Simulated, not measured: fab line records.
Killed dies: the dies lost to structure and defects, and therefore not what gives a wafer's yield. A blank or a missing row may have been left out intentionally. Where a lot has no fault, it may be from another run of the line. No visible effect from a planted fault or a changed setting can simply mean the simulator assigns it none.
The tool behind it: which one? ; flow gf180mcu ; 18 wafers from 6 lots sampled at 2 of the route's 602 steps

WHAT THE GAUGES SHOWED, per wafer
GF_V5_CD_MEAS_14: the cd target is 260 nm.
lot;measured;on;cd_nm (nm)
L584;day 27 06:45;cd_sem-01;260.4 259.2 260.1
L587;day 28 15:06;cd_sem-02;260.4 260.2 261.5
L597;day 31 10:48;cd_sem-01;262.1 262.5 262.3
L601;day 32 08:57;cd_sem-01;262.4 261.4 260.4
L604;day 33 05:00;cd_sem-02;262.1 260.8 261.1
L606;day 33 10:18;cd_sem-01;261.2 261.8 261.1

WHAT TOOL EACH LOT RAN ON (gives the tool, then ch and the chambers of the sampled wafers, and finally the start)
lot;GF_V4_ETCH_16
L584;rie_diel-03 ch 0,2,3, day 24 11:29
L587;rie_diel-04 ch 1,2,3, day 25 22:58
L597;rie_diel-04 ch 1,2, day 28 23:54
L601;rie_diel-03 ch 0,3, day 30 00:15
L604;rie_diel-03 ch 0,3, day 30 22:56
L606;rie_diel-03 ch 2,3, day 31 05:59
- GF_V4_ETCH_16: etches BARC in N2/H2.

THE ANSWER, worked out from the rows above alone
Rule: what is usual is taken from the lots themselves. The widest of any qualifying gaps counts: lots, ordered by their means at a reading, are off when they make up no more than a third of the lots, leave a main group of 4 or more, and stand apart from it by 3 or more times the standard deviation of that group's means. Not used: any main group whose means are identical at the precision the tables above print for the reading. A lot without any number at a reading at which 4 lots or more have one is off too. Where the step has rows for the other lots, those lots are counted as sound.
Across all readings shown, no lot is off: no conclusion can be drawn from this.

WHAT HAD BEEN PUT IN BY THE SIMULATOR
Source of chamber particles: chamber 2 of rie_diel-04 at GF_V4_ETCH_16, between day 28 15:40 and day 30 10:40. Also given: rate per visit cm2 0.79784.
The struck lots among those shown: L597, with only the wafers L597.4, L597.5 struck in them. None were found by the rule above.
